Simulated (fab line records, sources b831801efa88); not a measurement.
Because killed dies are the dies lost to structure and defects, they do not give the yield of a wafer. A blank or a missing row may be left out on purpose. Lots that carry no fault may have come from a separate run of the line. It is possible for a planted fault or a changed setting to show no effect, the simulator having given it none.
Which tool was responsible? ; flow gf180mcu ; 24 lots with 72 wafers sampled at 4 steps, on a route of 602 steps

== WHAT THE GAUGES SHOWED, per wafer ==
GF_V2_BOW_MEAS_05.
lot;measured;on;V2_BOW (um)
L074;day 19 08:46;film-metro-01;107 94 98
L075;day 19 22:23;film-metro-04;105 99 102
L076;day 20 02:47;film-metro-01;98 107 102
L077;day 20 16:03;film-metro-01;91 93 101
L078;day 21 06:07;film-metro-04;108 99 98
L079;day 21 07:08;film-metro-04;104 99 98
L080;day 22 04:02;film-metro-04;84 87 93
L081;day 22 09:38;film-metro-04;107 116 105
L082;day 22 10:23;film-metro-01;85 95 91
L084;day 23 00:39;film-metro-04;99 111 111
L083;day 23 04:23;film-metro-01;102 103 101
L085;day 23 20:00;film-metro-04;81 97 94
L086;day 23 23:14;film-metro-01;117 109 105
L087;day 24 08:32;film-metro-04;94 105 103
L088;day 24 12:02;film-metro-03;92 101 79
L089;day 24 18:22;film-metro-01;108 93 96
L090;day 24 23:18;film-metro-04;84 85 99
L091;day 25 07:08;film-metro-01;88 104 93
L092;day 25 17:55;film-metro-01;101 97 95
L093;day 26 03:46;film-metro-03;95 98 93
L094;day 26 09:23;film-metro-04;81 92 93
L095;day 26 15:50;film-metro-03;92 94 85
L096;day 27 10:20;film-metro-03;92 89 99
L097;day 27 11:49;film-metro-03;94 99 85

GF_M3_CD_MEAS_14: the cd target is 280 nm.
lot;measured;on;cd-nm (nm)
L074;day 21 10:46;cd-sem-02;281.2 280.5 281.2
L075;day 21 23:37;cd-sem-01;278.0 278.4 278.4
L076;day 22 03:53;cd-sem-02;281.3 281.4 280.8
L077;day 22 17:46;cd-sem-02;280.6 280.1 280.8
L078;day 23 06:03;cd-sem-01;281.4 282.4 281.4
L079;day 23 08:34;cd-sem-02;278.4 277.8 278.9
L080;day 24 03:31;cd-sem-01;279.2 279.2 279.8
L081;day 24 08:31;cd-sem-01;280.9 280.7 280.5
L082;day 24 10:19;cd-sem-02;280.8 281.4 280.7
L084;day 24 22:43;cd-sem-01;277.7 278.4 278.1
L083;day 25 02:59;cd-sem-01;280.6 281.6 280.6
L085;day 25 17:32;cd-sem-01;282.6 282.4 281.5
L086;day 25 20:38;cd-sem-02;283.8 283.7 284.0
L087;day 26 06:16;cd-sem-01;281.7 280.6 280.4
L088;day 26 10:22;cd-sem-02;278.8 279.9 280.0
L089;day 26 14:52;cd-sem-02;280.0 280.3 280.8
L090;day 26 18:55;cd-sem-01;278.9 280.2 278.6
L091;day 27 02:58;cd-sem-02;280.7 279.9 280.7
L092;day 27 13:34;cd-sem-02;280.2 280.8 281.7
L093;day 27 23:16;cd-sem-01;279.4 279.4 278.9
L094;day 28 04:05;cd-sem-02;279.6 278.4 279.4
L095;day 28 09:25;cd-sem-02;281.6 282.3 280.3
L096;day 29 03:58;cd-sem-02;280.2 280.2 281.1
L097;day 29 04:35;cd-sem-01;279.9 280.2 280.7

GF_V4_RS_MEAS_24: measurement is done with a four-point probe.
lot;measured;on;V4_W_RS (ohm/sq)
L074;day 24 13:03;film-metro-03;0.3264 0.3297 0.3284
L075;day 25 01:13;film-metro-03;0.3239 0.3295 0.3266
L076;day 25 05:31;film-metro-03;0.3273 0.3232 0.3266
L077;day 25 17:57;film-metro-03;0.3283 0.3311 0.3299
L078;day 26 04:49;film-metro-04;0.3277 0.3314 0.3297
L079;day 26 07:59;film-metro-04;0.3266 0.3253 0.3243
L080;day 27 00:55;film-metro-01;0.3291 0.3314 0.3332
L081;day 27 06:52;film-metro-03;0.3328 0.3365 0.3321
L082;day 27 08:20;film-metro-01;0.3315 0.3261 0.3273
L084;day 27 19:14;film-metro-04;0.3285 0.3286 0.3313
L083;day 27 22:07;film-metro-03;0.3308 0.3314 0.3298
L085;day 28 12:53;film-metro-03;0.3324 0.3221 0.3286
L086;day 28 15:34;film-metro-03;0.3312 0.3281 0.3292
L087;day 29 01:00;film-metro-03;0.3262 0.3304 0.3280
L088;day 29 03:09;film-metro-01;0.3308 0.3294 0.3321
L089;day 29 08:13;film-metro-01;0.3269 0.3286 0.3287
L090;day 29 11:41;film-metro-03;0.3339 0.3327 0.3297
L091;day 29 19:01;film-metro-04;0.3338 0.3301 0.3324
L092;day 30 05:32;film-metro-04;0.3301 0.3341 0.3341
L093;day 30 13:23;film-metro-03;0.3347 0.3278 0.3352
L094;day 30 19:16;film-metro-04;0.3282 0.3281 0.3302
L095;day 30 23:13;film-metro-03;0.3316 0.3307 0.3273
L096;day 31 16:10;film-metro-01;0.3315 0.3304 0.3311
L097;day 31 17:14;film-metro-01;0.3322 0.3308 0.3349

== EACH LOT AND THE TOOL THAT RAN IT (in order: tool; ch and the chambers of the sampled wafers; start) ==
lot;GF_V4_SPUTTER_21
L074;pvd-sputter-02, day 24 12:47
L075;pvd-sputter-04, day 25 01:01
L076;pvd-sputter-01, day 25 05:17
L077;pvd-sputter-02, day 25 17:42
L078;pvd-sputter-01, day 26 04:35
L079;pvd-sputter-01, day 26 07:47
L080;pvd-sputter-01, day 27 00:42
L081;pvd-sputter-04, day 27 06:40
L082;pvd-sputter-02, day 27 08:08
L084;pvd-sputter-04, day 27 18:55
L083;pvd-sputter-04, day 27 21:47
L085;pvd-sputter-01, day 28 12:41
L086;pvd-sputter-02, day 28 15:17
L087;pvd-sputter-01, day 29 00:47
L088;pvd-sputter-01, day 29 02:56
L089;pvd-sputter-01, day 29 08:00
L090;pvd-sputter-04, day 29 11:29
L091;pvd-sputter-02, day 29 18:48
L092;pvd-sputter-01, day 30 05:20
L093;pvd-sputter-01, day 30 13:08
L094;pvd-sputter-01, day 30 19:02
L095;pvd-sputter-04, day 30 23:00
L096;pvd-sputter-04, day 31 15:58
L097;pvd-sputter-02, day 31 16:57
- GF_V4_SPUTTER_21: material Ti, target thk 15 nm, time 80.02 s.

== AS READ BY THE TOOLS THEMSELVES (means over the sampled wafers that have a number; for cases with no such wafer, the mark the record gives instead) ==
GF_V4_SPUTTER_21.
lot;tool;cathode-dc-power-W (W);throttle-valve-pct (%)
L074;pvd-sputter-02;2500.2;29.6
L075;pvd-sputter-04;2499.8;32.2
L076;pvd-sputter-01;2500.1;30.0
L077;pvd-sputter-02;2500.0;31.7
L078;pvd-sputter-01;2500.5;30.3
L079;pvd-sputter-01;2500.2;30.3
L080;pvd-sputter-01;2500.2;30.5
L081;pvd-sputter-04;2500.1;30.8
L082;pvd-sputter-02;2499.4;30.4
L084;pvd-sputter-04;2500.3;29.7
L083;pvd-sputter-04;2499.8;29.9
L085;pvd-sputter-01;2499.9;30.2
L086;pvd-sputter-02;2500.0;30.4
L087;pvd-sputter-01;2499.9;30.0
L088;pvd-sputter-01;2500.0;30.3
L089;pvd-sputter-01;2500.1;30.4
L090;pvd-sputter-04;2499.7;31.4
L091;pvd-sputter-02;2500.0;29.8
L092;pvd-sputter-01;2500.0;30.2
L093;pvd-sputter-01;2499.8;30.4
L094;pvd-sputter-01;2499.8;30.3
L095;pvd-sputter-04;2500.2;30.9
L096;pvd-sputter-04;2500.1;31.6
L097;pvd-sputter-02;2500.1;30.7

== THE ANSWER, worked out from the rows above alone ==
Rule: the lots themselves supply what counts as usual. The widest of any qualifying gaps counts: lots, ordered by their means at a reading, are off when they make up no more than a third of the lots, leave a main group of 4 or more, and stand apart from it by 3 or more times the standard deviation of that group's means. Not used: any main group whose means are identical at the precision the tables above print for the reading. A lot without any number at a reading at which 4 lots or more have one is off too. The other lots that the step has rows for count as sound. After the gauges, taken in route order, come the tools' own readings; for these a lot's mean is taken, as printed above. At the first step where some lot is off, the reading lying furthest off is the one used; lots without a number count as furthest.
No lot is off at any reading shown: from this, nothing can be told.

== WHAT THE SIMULATOR HAD INSERTED ==
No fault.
